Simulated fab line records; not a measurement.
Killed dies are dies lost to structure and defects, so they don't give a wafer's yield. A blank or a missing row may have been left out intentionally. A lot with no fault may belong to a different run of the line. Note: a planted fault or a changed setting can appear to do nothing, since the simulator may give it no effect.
2 desks looking at one fault :: flow sky130 :: each desk has only its own numbers; what lay behind them comes last

## TOOL OWNER'S DESK, cmp-02
The tool's own readings at SKY_CONTACT_CMP_27 (polishes, stops on SiO2, t overpolish 15 s, target thk 0 nm): means of the sampled wafers that have a number, for each lot that ran on this tool. Marked OUT: a lot whose mean sits more than 4 standard deviations from the usual mean, which makes it out of limits; the brackets give that distance.
Columns: A = head-pressure-psi at SKY_CONTACT_CMP_27, usual 3.500 psi; B = motor-current-A at SKY_CONTACT_CMP_27, usual 10.9 A; C = overpolish-run-s at SKY_CONTACT_CMP_27, usual 15.001 s; D = slurry-filter-dp-kPa at SKY_CONTACT_CMP_27, usual 13.49 kPa; E = time-to-endpoint-s at SKY_CONTACT_CMP_27, usual 83 s
lot: L913
first seen here: day 32 03:36
A: 3.499
B: 11.2
C: 15.001
D: 13.50
E: 82

lot: L914
first seen here: day 32 09:02
A: 3.502
B: 11.6
C: 14.999
D: 13.47
E: 77

lot: L915
first seen here: day 32 19:27
A: 3.496
B: 11.1
C: 14.994
D: 13.39
E: 82

lot: L923
first seen here: day 34 23:00
A: 3.493
B: 10.8
C: 7.520 (-99 or more) OUT
D: 13.57
E: 105 (+6.7) OUT

lot: L925
first seen here: day 35 17:44
A: 3.494
B: 12.0
C: 10.019 (-99 or more) OUT
D: 13.52
E: 100 (+5.2) OUT

lot: L926
first seen here: day 36 06:07
A: 3.495
B: 11.4
C: 10.011 (-99 or more) OUT
D: 13.50
E: 96
This desk finds L923, L925, L926 out of limits, L923 being first, at day 34 23:00 (overpolish-run-s at SKY_CONTACT_CMP_27). Within limits: L913, L914, L915.

## METROLOGY DESK
What the gauges read, lot by lot, whatever tool the lot ran on: means of the sampled wafers that have a number. Marked OUT: a lot whose mean sits more than 4 standard deviations from the usual mean, which makes it out of limits; the brackets give that distance.
Columns: A = FIELD_ISO_CVD_24_THK at SKY_FIELD_ISO_THK_MEAS_25, usual 596 nm; B = VT_ADJUST_LVTN_TW at SKY_VT_ADJUST_LVTN_TW_MEAS_10, usual 244.0
lot: L911
first seen here: day 2 11:52
A: 590
B: 243.7

lot: L912
first seen here: day 2 15:09
A: 594
B: 245.7

lot: L913
first seen here: day 2 23:02
A: 595
B: 243.4

lot: L914
first seen here: day 3 04:11
A: 594
B: 245.1

lot: L915
first seen here: day 3 10:13
A: 602
B: 245.6

lot: L917
first seen here: day 3 19:40
A: 598
B: 240.1

lot: L919
first seen here: day 4 06:01
A: 589
B: 242.8

lot: L923
first seen here: day 5 01:58
A: 604
B: 246.7

lot: L925
first seen here: day 5 13:19
A: 593
B: 246.3

lot: L926
first seen here: day 5 18:40
A: 598
B: 242.7

lot: L927
first seen here: day 5 22:03
A: 589
B: 245.4

lot: L930
first seen here: day 6 16:16
A: 592
B: 243.5

lot: L933
first seen here: day 7 05:28
A: 606
B: 243.6
This desk found nothing out of limits on any of the 13 lots.

## PUT TOGETHER
An alarm could have come from the tool owner's desk at day 34 23:00, on L923, L925, L926.
The metrology desk saw nothing out of limits.
The metrology desk has L923, L925, L926 on record, within its limits.
On cmp-02, each named lot ran SKY_CONTACT_CMP_27.

## WHAT THE SIMULATOR HAD INSERTED
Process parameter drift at SKY_CONTACT_CMP_27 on cmp-02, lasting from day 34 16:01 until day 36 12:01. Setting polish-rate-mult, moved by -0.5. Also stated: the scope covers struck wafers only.
Shown lots that were struck: L923, L925, L926.
Delay in hours, fault start to first out-of-limits reading, by desk: the tool owner's desk at 7.
